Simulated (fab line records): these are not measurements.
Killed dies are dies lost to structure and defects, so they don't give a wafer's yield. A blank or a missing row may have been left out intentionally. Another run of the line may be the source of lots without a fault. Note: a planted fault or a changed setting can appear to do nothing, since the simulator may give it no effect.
A lot that was struck, set against a sound lot -- flow gf180mcu -- 14 steps out of a route of 602
Sound: these wafers, L142.4, L142.5, L142.6. Wafers L136.2, L136.4, L136.5 were the ones struck. The cause is given at the end.
Each step with rows lists, per side, the tool, then ch with its chambers, then its first start. Under that, the readings that differ: sound wafers -- struck wafers -- difference of the means -- sigmas: that difference in standard deviations of wafers without a fault.
alike: words and numbers the same on both sides, and readings whose means are apart by under 2 such deviations; not compared: readings that were withheld, readings missing a value for some wafer, numbers with overlapping values and no deviation given by the record, and bounds like >300 which may hide the same value.
A row with sigmas, a row that says differs or no value, or rows on one side alone: a step with any of these is where the two part. Numbers that don't overlap but have no deviation are shown without sigmas and don't part them. Lack of a reading on every wafer of one side parts them only where that side has two or more wafers.

first, 1 step without rows for these wafers: GF_V4_ETCH_16 (etches BARC in N2/H2).
GF_V4_ETCH_17: etches SiO2 in C4F8/O2/Ar, stops on TiN, target depth 630 nm.
  sound on rie_diel-03 ch 1,2,3; struck on rie_diel-03 ch 0,1
  alike: oes_product_au
GF_V4_STRIP_18: strips in O2/N2.
  sound on plasma_asher-01 ch 0,1, day 29 04:45; struck on plasma_asher-02 ch 0,1, day 27 11:32
  alike: drypump_motor_current_A, heater_power_w, oes_product_au
  not compared: rf_hours_counter_h
then, 2 steps without rows for these wafers: GF_V4_STRIP_19 (strips in post etch residue remover, time 1200 s); GF_V4_CLEAN_20 (cleans in DIW).
GF_V4_SPUTTER_21: material Ti, target thk 15 nm, time 80.02 s.
  sound on pvd_sputter-04, day 29 05:17; struck on pvd_sputter-02, day 27 12:05
  alike: cathode_dc_power_W, chamber_pressure_pa, substrate_temp_c, throttle_valve_pct
then, 2 steps without rows for these wafers: GF_V4_SPUTTER_22 (material TiN, target thk 10 nm, time 40 s); GF_V4_CVD_23 (deposits W, target thk 350 nm, time 104.9 s).
GF_V4_RS_MEAS_24: measures by four-point-probe.
  sound on film_metro-03, day 29 05:34; struck on film_metro-04, day 27 12:19
  alike: V4_W_RS
GF_V4_THK_MEAS_25: measures by xrf.
  sound on film_metro-03, day 29 05:39; struck on film_metro-04, day 27 12:25
  alike: V4_W_THK
GF_V4_CMP_26: polishes, stops on SiO2, t overpolish 15 s, target thk 0 nm.
  sound on cmp-02 ch 1,2,3, day 29 05:53; struck on cmp-01 ch 0,1,3, day 27 12:34
  alike: motor_current_A, overpolish_run_s, time_to_endpoint_s
GF_MIM_SPUTTER_00: material Ti, target thk 37.5 nm, time 150 s.
  sound on pvd_sputter-04, day 29 06:02; struck on pvd_sputter-04, day 27 12:46
  alike: cathode_dc_power_W, chamber_pressure_pa, substrate_temp_c, throttle_valve_pct
GF_MIM_SPUTTER_01: material TiN, target thk 30 nm, time 25 s.
  sound on pvd_sputter-04, day 29 06:08; struck on pvd_sputter-04, day 27 12:52
  no value came back on the struck wafers for cathode_dc_power_W (W), chamber_pressure_pa (Pa), throttle_valve_pct (%); on the sound wafers cathode_dc_power_W (W) reads 6500.9 6498.7 6500.0
then, 1 step without rows for these wafers: GF_MIM_SPUTTER_02 (material AlCu, target thk 450 nm, time 23.9 s).

## WHERE THEY PART
Only at GF_MIM_SPUTTER_01, as far as this record shows.

WHY: what the simulator had put in
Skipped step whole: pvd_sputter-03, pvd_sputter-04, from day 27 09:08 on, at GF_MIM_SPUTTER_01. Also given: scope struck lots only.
